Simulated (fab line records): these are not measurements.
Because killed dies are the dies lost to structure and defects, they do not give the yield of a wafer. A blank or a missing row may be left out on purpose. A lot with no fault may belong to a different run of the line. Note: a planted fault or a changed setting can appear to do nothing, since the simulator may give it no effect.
Which tool did it? + flow gf180mcu + Sampling: 12 lots, 36 wafers, 4 of 602 route steps

## WHAT THE GAUGES SHOWED, per wafer
GF_DUAL_GATE_THK_MEAS_03.
| lot  | measured     | on           | DUAL_GATE_OXIDATION_00_THK (nm)     |
|------|--------------|--------------|-------------------------------------|
| L990 | day 7 12:26  | filmMetro-02 | 11.23 11.33 11.33                   |
| L991 | day 8 07:49  | filmMetro-03 | 11.15 11.26 11.25                   |
| L992 | day 8 15:49  | filmMetro-02 | 11.01 10.85 11.11                   |
| L993 | day 8 16:07  | filmMetro-02 | 10.72 10.77 10.76                   |
| L997 | day 9 18:19  | filmMetro-02 | 15.32 15.00 15.14 15.30 15.02 15.14 |
| L999 | day 10 06:55 | filmMetro-02 | 15.20 15.28 15.01 15.21 15.24 14.97 |
| L105 | day 11 23:45 | filmMetro-02 | 15.45 15.37 15.27 15.41 15.43 15.33 |
| L106 | day 12 01:13 | filmMetro-03 | 10.85 10.60 10.82                   |
| L107 | day 12 17:01 | filmMetro-03 | 10.99 10.83 10.96                   |
| L110 | day 13 11:52 | filmMetro-04 | 10.66 10.66 10.66                   |
| L111 | day 13 17:37 | filmMetro-04 | 11.21 10.95 10.77                   |
| L112 | day 13 18:55 | filmMetro-03 | 11.09 10.99 10.86                   |

GF_CONTACT_OVL_MEAS_15.
| lot  | measured     | on         | CONTACT_OVL (nm) |
|------|--------------|------------|------------------|
| L990 | day 15 17:16 | overlay-02 | 1 -8 -3          |
| L991 | day 17 00:29 | overlay-01 | -13 -9 -4        |
| L992 | day 17 08:26 | overlay-02 | -3 0 -2          |
| L993 | day 17 10:26 | overlay-01 | -3 6 5           |
| L997 | day 18 21:15 | overlay-01 | 1 1 -6           |
| L999 | day 19 15:47 | overlay-02 | -6 5 -4          |
| L105 | day 21 20:02 | overlay-02 | -13 2 -3         |
| L106 | day 21 22:13 | overlay-02 | -6 -3 1          |
| L107 | day 22 13:35 | overlay-02 | -2 -7 -13        |
| L110 | day 23 14:20 | overlay-02 | 5 5 3            |
| L111 | day 23 19:44 | overlay-02 | -2 1 4           |
| L112 | day 23 23:02 | overlay-02 | 0 4 -5           |

GF_M1_CD_MEAS_14: target cd 230 nm.
| lot  | measured     | on       | cdNm (nm)         |
|------|--------------|----------|-------------------|
| L990 | day 16 16:36 | cdSem-01 | 229.6 230.3 230.4 |
| L991 | day 18 01:56 | cdSem-01 | 230.6 230.9 230.6 |
| L992 | day 18 08:59 | cdSem-02 | 229.8 230.6 229.4 |
| L993 | day 18 11:40 | cdSem-02 | 227.8 229.4 228.9 |
| L997 | day 19 22:46 | cdSem-01 | 228.5 227.5 228.6 |
| L999 | day 20 17:40 | cdSem-02 | 228.3 227.8 227.9 |
| L105 | day 22 20:29 | cdSem-02 | 231.0 230.4 231.3 |
| L106 | day 22 22:42 | cdSem-01 | 228.6 228.1 228.9 |
| L107 | day 23 13:40 | cdSem-02 | 230.9 229.7 231.3 |
| L110 | day 24 14:20 | cdSem-02 | 229.1 228.4 229.8 |
| L111 | day 24 18:53 | cdSem-01 | 231.8 231.8 232.6 |
| L112 | day 24 22:29 | cdSem-02 | 228.8 228.9 227.9 |

## WHICH TOOL RAN EACH LOT (tool, then ch and the chambers of the sampled wafers, then the start)
| lot  | GF_CONTACT_SPUTTER_23       |
|------|-----------------------------|
| L990 | pvdSputter-02, day 15 17:48 |
| L991 | pvdSputter-04, day 17 01:11 |
| L992 | pvdSputter-04, day 17 09:00 |
| L993 | pvdSputter-04, day 17 11:01 |
| L997 | pvdSputter-04, day 18 21:48 |
| L999 | pvdSputter-04, day 19 16:20 |
| L105 | pvdSputter-03, day 21 20:35 |
| L106 | pvdSputter-04, day 21 22:53 |
| L107 | pvdSputter-02, day 22 14:08 |
| L110 | pvdSputter-02, day 23 14:56 |
| L111 | pvdSputter-03, day 23 20:18 |
| L112 | pvdSputter-02, day 23 23:37 |
- GF_CONTACT_SPUTTER_23: material TiN, target thk 10 nm, time 40 s.

## AS READ BY THE TOOLS THEMSELVES (means over the sampled wafers that have a number; for cases with no such wafer, the mark the record gives instead)
GF_CONTACT_SPUTTER_23.
| lot  | tool          | throttleValvePct (%) |
|------|---------------|----------------------|
| L990 | pvdSputter-02 | 29.8                 |
| L991 | pvdSputter-04 | 30.0                 |
| L992 | pvdSputter-04 | 30.2                 |
| L993 | pvdSputter-04 | 30.2                 |
| L997 | pvdSputter-04 | 30.5                 |
| L999 | pvdSputter-04 | 30.2                 |
| L105 | pvdSputter-03 | 30.1                 |
| L106 | pvdSputter-04 | 29.7                 |
| L107 | pvdSputter-02 | 31.2                 |
| L110 | pvdSputter-02 | 29.2                 |
| L111 | pvdSputter-03 | 29.6                 |
| L112 | pvdSputter-02 | 30.3                 |

## THE ANSWER, worked out from the rows above alone
Rule: what is usual is taken from the lots themselves. The widest of any qualifying gaps counts: lots, ordered by their means at a reading, are off when they make up no more than a third of the lots, leave a main group of 4 or more, and stand apart from it by 3 or more times the standard deviation of that group's means. The tables above print the reading to a certain number of digits; a main group whose means all agree to those digits is not used. A lot without any number at a reading at which 4 lots or more have one is off too. The other lots that the step has rows for count as sound. First the gauges in route order, then the tools' own readings, where a lot's mean is used as printed above. At the first step where some lot is off, the reading lying furthest off is the one used; lots without a number count as furthest.
Off: at GF_DUAL_GATE_THK_MEAS_03 (DUAL_GATE_OXIDATION_00_THK), L997, L999, L105. The main group: mean 10.95 nm, standard deviation 0.2.
A tool fits if, at a process step before that reading, it ran every lot that is off, and no sound lot after the first of them. Gauges at GF_DUAL_GATE_THK_MEAS_03: tried the same way as those tools. One candidate fits, namely filmMetro-02 at GF_DUAL_GATE_THK_MEAS_03. A fault onset in the window from L993 (day 8 16:07, its last sound lot) to L997 (day 9 18:19, its first lot off) fits.

## WHAT THE SIMULATOR HAD INSERTED
Metrology matching offset: filmMetro-02, from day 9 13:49 on, at GF_DUAL_GATE_THK_MEAS_03. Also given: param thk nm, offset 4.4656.
Struck lots among those shown: L997, L999, L105. The same result came from the rule above.
